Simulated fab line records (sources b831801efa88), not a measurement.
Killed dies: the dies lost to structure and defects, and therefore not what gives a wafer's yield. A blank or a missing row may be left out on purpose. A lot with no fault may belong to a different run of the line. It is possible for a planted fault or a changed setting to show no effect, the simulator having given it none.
A struck lot beside a sound one ; flow sky130 ; 15 out of 708 route steps
Sound: these wafers, L986.1, L986.5, L986.6. Struck: wafers L988.1, L988.4, L988.5. The cause is named last.
For every step that has rows: the tool of each side, followed by ch and its chambers, followed by its first start. Under that, the readings that differ: sound wafers ; struck wafers ; difference of the means ; sigmas: that difference in standard deviations of wafers without a fault.
alike: words and numbers the same on both sides, and readings whose means are apart by under 2 such deviations; not compared: readings that were withheld, readings missing a value for some wafer, numbers with overlapping values and no deviation given by the record, and bounds like >300 which may hide the same value.
The two part at a step that has a row with sigmas, a row that says differs or no value, or rows on one side only. Numbers that have no deviation but don't overlap get no sigmas and don't part them. A reading that every wafer of one side lacks parts them only if that side has two wafers or more.

first, 7 steps without rows for these wafers: SKY_CONTACT_HMDS_07 (prime time 60 s); SKY_CONTACT_COAT_08 (resist thk 60 nm); SKY_CONTACT_COAT_09 (resist thk 450 nm); SKY_CONTACT_SOFTBAKE_10 (time 90 s); SKY_CONTACT_EXPOSE_11 (exposes mask CTM1, target cd 170 nm); SKY_CONTACT_PEB_12; SKY_CONTACT_DEVELOP_13 (develop time 60 s).
SKY_CONTACT_CD_MEAS_14: the cd target is 170 nm.
  sound on cdSem-01 at day 37 21:46; struck on cdSem-01 at day 37 20:07
reading;sound;struck;difference;sigmas
cdNm (nm);166.7 167.3 165.4;170.3 168.7 170.4;+3.3;+2
SKY_CONTACT_OVL_MEAS_15:
  sound on overlay-02 at day 37 21:53; struck on overlay-01 at day 37 20:14
  alike: CONTACT_OVL
SKY_CONTACT_ETCH_16: etches BARC in N2/H2, stops on SiO2, time 45.9 s, target depth 60 nm.
  sound on rieDiel-03 ch 0,1,2, day 37 21:55; struck on rieDiel-03 ch 0,1, day 37 20:16
  alike: drypumpMotorCurrentA, oesProductAu, throttleValvePct
  not compared: rfHoursCounterH
SKY_CONTACT_ETCH_17: etches SiO2 in C4F8/O2/Ar, stops on Si3N4, target depth 340 nm.
  sound on rieDiel-03 ch 0,1,2, day 37 21:58; struck on rieDiel-03 ch 0,1, day 37 20:19
  alike: oesProductAu
SKY_CONTACT_ETCH_18: etches Si3N4 in CHF3/O2, stops on TiN, time 39 s, target depth 75 nm.
  sound on rieDiel-03 ch 0,1,2; struck on rieDiel-03 ch 0,1
reading;sound;struck;difference;sigmas
oesProductAu (a.u.);0.854 0.860 0.869;0.843 0.847 0.841;-0.017;-2
  alike: drypumpMotorCurrentA, throttleValvePct
  not compared: rfHoursCounterH
SKY_CONTACT_STRIP_19: strips in O2/N2.
  sound on plasmaAsher-02 ch 0,1, day 37 22:03; struck on plasmaAsher-01 ch 0, day 37 20:24
  no value came back on the struck wafers for chamberPressureMTorr (mTorr), drypumpMotorCurrentA (A), oesProductAu (a.u.), stripTimeToEndpointS (s); on the sound wafers chamberPressureMTorr (mTorr) reads 1499.4 1500.9 1499.9
reading;sound;struck;difference;sigmas
model.KrF-thick_of_CONTACT_COAT_09.thkNm (nm);0 0 0;241 242 241.5;+242;
  not compared: rfHoursCounterH
then, 1 step without rows for these wafers: SKY_CONTACT_STRIP_20 (strips in post etch residue remover, time 1200 s).
-- the record jumps here: 13 days lie between the struck wafers' starts before and after (it left off in module CONTACT and takes up again in module PAD_OPEN, whose first step shown is number 708 of the route) --
SKY_PAD_OPEN_PROBE_99:
  sound on prober-02 at day 50 11:23; struck on prober-02 at day 50 09:47
reading;sound;struck;difference;sigmas
killedAtContacts;21 16 26;430 421 425;+404;+88
killedAtFrontEnd;20 24 29;11 9 10;-14;-3
killedDies;79 86 94;492 492 492;+406;+42
killedOnRim;12 17 23;96 96 96;+79;+21
  alike: killed_at_M0_to_M3, killed_at_M4_up, killedAtOther, killedOpen, killedShort

## WHERE THEY PART
Earliest at SKY_CONTACT_CD_MEAS_14; latest, in this record, at SKY_PAD_OPEN_PROBE_99.

WHY: what the simulator had put in
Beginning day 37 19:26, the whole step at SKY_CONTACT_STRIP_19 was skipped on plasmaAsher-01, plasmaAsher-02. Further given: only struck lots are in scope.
